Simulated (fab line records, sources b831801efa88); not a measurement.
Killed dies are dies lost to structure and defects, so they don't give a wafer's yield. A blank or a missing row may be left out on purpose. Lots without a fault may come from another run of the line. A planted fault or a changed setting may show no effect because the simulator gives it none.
One fault seen from 2 desks | flow gf180mcu | each desk has only its own numbers; what lay behind them comes last

THE METROLOGY DESK
What the gauges read, lot by lot, whatever tool the lot ran on: means of the sampled wafers that have a number. A lot is out of limits, marked OUT, if its mean lies more than 4 standard deviations from the usual mean; the brackets give that distance.
Columns: A = cd_nm at GF_V2_CD_MEAS_14, usual 259.6 nm; B = V2_OVL at GF_V2_OVL_MEAS_15, usual 2 nm; C = V2_W_RS at GF_V2_RS_MEAS_24, usual 0.327 ohm/sq; D = V2_W_THK at GF_V2_THK_MEAS_25, usual 347 nm
lot  | first seen here | A     | B  | C     | D
L328 | day 20 14:25    | 259.7 | 11 | 0.325 | 347
L329 | day 21 04:51    | 258.5 | 0  | 0.327 | 348
L338 | day 24 08:10    | 257.1 | -5 | 0.325 | 348
L340 | day 24 20:25    | 258.6 | 9  | 0.325 | 348
L349 | day 27 12:54    | 262.0 | -8 | 0.329 | 345
L350 | day 27 23:41    | 259.5 | -0 | 0.327 | 346
This desk's finding: nothing out of limits on any of the 6 lots.

THE TOOL OWNER'S DESK: cmp-01
The tool's own readings at GF_V2_CMP_26 (polishes, stops on SiO2, t overpolish 15 s, target thk 0 nm): means of the sampled wafers that have a number, for each lot that ran on this tool. A lot is out of limits, marked OUT, if its mean lies more than 4 standard deviations from the usual mean; the brackets give that distance.
Columns: A = head_pressure_psi at GF_V2_CMP_26, usual 3.501 psi; B = motor_current_A at GF_V2_CMP_26, usual 10.8 A; C = overpolish_run_s at GF_V2_CMP_26, usual 15.001 s; D = time_to_endpoint_s at GF_V2_CMP_26, usual 84 s
lot  | first seen here | A     | B    | C      | D
L328 | day 20 15:44    | 3.510 | 10.7 | 14.997 | 89
L329 | day 21 06:04    | 3.501 | 11.2 | 14.991 | 83
L338 | day 24 09:59    | 3.505 | 10.3 | 15.003 | 73
L340 | day 24 21:38    | 3.495 | 10.2 | 14.992 | 61 (-5.8) OUT
L349 | day 27 14:07    | 3.498 | 10.4 | 15.002 | 84
L350 | day 28 00:58    | 3.495 | 10.3 | 15.001 | 90
This desk's finding: out of limits on L340; first on L340, day 24 21:38 (time_to_endpoint_s at GF_V2_CMP_26). In limits: L328, L329, L338, L349, L350.

PUT TOGETHER
The tool owner's desk could have raised an alarm at day 24 21:38, on L340.
The metrology desk saw nothing out of limits.
The metrology desk has L340 on record, within its limits.
Of the lots named, all ran GF_V2_CMP_26 on cmp-01.

WHAT THE SIMULATOR HAD PUT IN
Process parameter drift: cmp-01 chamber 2, from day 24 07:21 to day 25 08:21, at GF_V2_CMP_26. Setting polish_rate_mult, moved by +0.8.
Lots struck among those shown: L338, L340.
Hours from the fault's start to each desk's first reading out of limits: the tool owner's desk, 14.
